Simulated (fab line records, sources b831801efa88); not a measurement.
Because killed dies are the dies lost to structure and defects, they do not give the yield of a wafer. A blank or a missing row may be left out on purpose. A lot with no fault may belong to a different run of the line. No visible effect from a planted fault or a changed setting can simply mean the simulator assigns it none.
A struck lot beside a sound one / flow sky130 / 26 steps out of a route of 708
Sound: wafers L896.1, L896.4, L896.6. Wafers L904.2, L904.3, L904.5 were the ones struck. Last of all comes the cause.
For every step that has rows: the tool of each side, followed by ch and its chambers, followed by its first start. Under that, the readings that differ: sound wafers / struck wafers / difference of the means / sigmas: that difference in standard deviations of wafers without a fault.
alike: words and numbers the same on both sides, and readings whose means are apart by under 2 such deviations; not compared: readings that were withheld, readings missing a value for some wafer, numbers with overlapping values and no deviation given by the record, and bounds like >300 which may hide the same value.
A row with sigmas, a row that says differs or no value, or rows on one side alone: a step with any of these is where the two part. Numbers that have no deviation but don't overlap get no sigmas and don't part them. Lack of a reading on every wafer of one side parts them only where that side has two or more wafers.

first, 3 steps without rows for these wafers: SKY_FIELD_ISO_WET_ETCH_30 (etches SiO2 in dHF, target depth 25 nm, time 50 s); SKY_NWELL_CLEAN_00 (cleans in SC1/SC2, time 150 s); SKY_NWELL_OXIDATION_01 (stabilise 600 s, purge 300 s, target thk 10 nm).
SKY_NWELL_THK_MEAS_02:
  sound on film metro-02 at day 3 07:35; struck on film metro-01 at day 5 01:17
reading=NWELL_OXIDATION_THK (nm); sound=10.01 10.16 10.01; struck=9.70 9.61 9.73; difference=-0.38; sigmas=-2
then, 8 steps without rows for these wafers: SKY_DNWELL_DEHYDRATE_00 (time 60 s); SKY_DNWELL_HMDS_01 (prime time 60 s); SKY_DNWELL_COAT_02 (resist thk 3000 nm); SKY_DNWELL_SOFTBAKE_03; SKY_DNWELL_EXPOSE_04 (exposes mask DNM, target cd 3000 nm); SKY_DNWELL_PEB_05; SKY_DNWELL_DEVELOP_06 (develop time 60 s); SKY_DNWELL_IMPLANT_07.
SKY_DNWELL_STRIP_08: strips in O2/N2.
  sound on plasma asher-03 ch 1, day 4 00:29; struck on plasma asher-03 ch 0,1, day 5 19:48
  no value came back on the struck wafers for any of 5 readings (chamber pressure mTorr (mTorr), drypump motor current A (A) and others); on the sound wafers chamber pressure mTorr (mTorr) reads 1498.3 1501.2 1501.3
reading=model.coat_of_DNWELL_COAT_02.thk nm (nm); sound=0 0 0; struck=3007 2996 2994; difference=+2999; sigmas=
  not compared: rf hours counter h
SKY_DNWELL_TW_MEAS_09:
  sound on film metro-02 at day 4 00:35; struck on film metro-02 at day 5 19:55
  alike: DNWELL_TW
then, 7 steps without rows for these wafers: SKY_PWDE_DEHYDRATE_00 (time 60 s); SKY_PWDE_HMDS_01 (prime time 60 s); SKY_PWDE_COAT_02 (resist thk 3000 nm); SKY_PWDE_SOFTBAKE_03; SKY_PWDE_EXPOSE_04 (exposes mask PWDEM, target cd 840 nm); SKY_PWDE_PEB_05; SKY_PWDE_DEVELOP_06 (develop time 60 s).
SKY_PWDE_OVL_MEAS_07:
  sound on overlay-01 at day 4 17:41; struck on overlay-02 at day 6 15:17
  alike: PWDE_OVL
after that, 1 step had no rows for these wafers: SKY_PWDE_IMPLANT_08.
SKY_PWDE_STRIP_09: strips in O2/N2.
  sound on plasma asher-04 ch 0, day 4 17:52; struck on plasma asher-01 ch 0, day 6 15:28
reading=oes product au (a.u.); sound=0.721 0.728 0.722; struck=0.739 0.732 0.738; difference=+0.013; sigmas=+3
reading=strip time to endpoint s (s); sound=36.86 36.94 36.91; struck=81.25 81.00 81.13; difference=+44.22; sigmas=+99 or more
  alike: chamber pressure mTorr, drypump motor current A, o2 flow sccm
  not compared: rf hours counter h
SKY_PWDE_TW_MEAS_10:
  sound on film metro-04 at day 4 17:58; struck on film metro-04 at day 6 15:35
reading=PWDE_TW; sound=382 381 381; struck=31 31 31; difference=-350; sigmas=-50
then, 1 step without rows for these wafers: SKY_NWELL_DEHYDRATE_03 (time 60 s).

WHERE THEY PART
First at SKY_NWELL_THK_MEAS_02; last, within this record, at SKY_PWDE_TW_MEAS_10.

WHY: what the simulator had put in
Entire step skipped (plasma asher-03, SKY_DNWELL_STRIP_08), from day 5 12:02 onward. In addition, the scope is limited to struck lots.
